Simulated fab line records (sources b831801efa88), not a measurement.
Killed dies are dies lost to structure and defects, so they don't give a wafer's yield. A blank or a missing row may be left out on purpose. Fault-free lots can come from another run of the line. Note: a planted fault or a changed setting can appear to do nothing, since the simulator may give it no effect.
Chamber matching ; flow sky130 ; 4 sister chambers for SKY_VIA1_CMP_02 on cmp-02
The step polishes SiO2. 24 wafers are shown with their chamber, then 12 later ones without.

WAFERS, EACH WITH ITS CHAMBER
wafer;chamber;motorCurrentA (A);slurryFilterDpKPa (kPa)
L075.1;1;11.9;13.44
L075.4;3;11.9;13.34
L075.6;1;11.8;13.55
L076.4;2;10.2;13.37
L076.5;0;11.0;13.57
L076.6;1;12.8;13.51
L078.1;0;11.6;13.63
L078.4;1;12.5;13.54
L078.6;2;9.8;13.56
L080.2;2;10.6;13.59
L080.3;0;11.1;13.53
L080.6;3;12.2;13.49
L081.1;1;12.2;13.49
L081.2;3;12.3;13.33
L081.3;2;10.4;13.36
L084.1;2;10.7;13.49
L084.3;3;12.2;13.41
L084.6;1;12.2;13.22
L087.3;1;12.9;13.57
L087.5;0;11.3;13.46
L087.6;3;12.1;13.71
L088.1;2;9.8;13.24
L088.5;0;10.7;13.59
L088.6;3;12.3;13.54

SIGNATURES, as means of the wafers listed above
reading;chamber 0;chamber 1;chamber 2;chamber 3;scatter within a chamber
motorCurrentA;11.140;12.329;10.250;12.167;0.346
slurryFilterDpKPa;13.5560;13.4743;13.4350;13.4700;0.122
Rule: a wafer lies at a distance from a chamber equal to the root of the sum of squares, over the readings, of (its reading less the chamber's mean, divided by the reading's scatter). If the next closest chamber is less than 2 further off than the closest, the wafer can't be placed; otherwise it belongs to the closest. The scatter: take each reading less its chamber's mean, square it, sum over the shown wafers, divide by the number of wafers less the number of chambers, and take the root.

WAFERS MISSING THEIR CHAMBER
wafer;motorCurrentA (A);slurryFilterDpKPa (kPa)
L090.2;11.1;13.45
L090.3;10.7;13.51
L090.5;10.7;13.42
L092.4;10.6;13.36
L092.5;11.1;13.52
L092.6;12.3;13.53
L093.3;10.8;13.45
L093.4;12.1;13.39
L093.6;10.6;13.61
L097.2;12.3;13.42
L097.3;10.6;13.23
L097.5;11.4;13.24

EACH ONE'S CHAMBER
wafer;from the rows above;in truth
L090.2;can't be placed: 0 or 2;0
L090.3;can't be placed: 0 or 2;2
L090.5;can't be placed: 2 or 0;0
L092.4;can't be placed: 2 or 0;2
L092.5;0;0
L092.6;can't be placed: 1 or 3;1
L093.3;can't be placed: 0 or 2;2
L093.4;can't be placed: 3 or 1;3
L093.6;can't be placed: 0 or 2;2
L097.2;can't be placed: 1 or 3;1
L097.3;can't be placed: 2 or 0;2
L097.5;can't be placed: 0 or 3 or 1 or 2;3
Correctly placed: 1 of 12. Not placeable from these rows: 11 (in 11, the candidates include the true chamber). Number placed wrongly: 0.
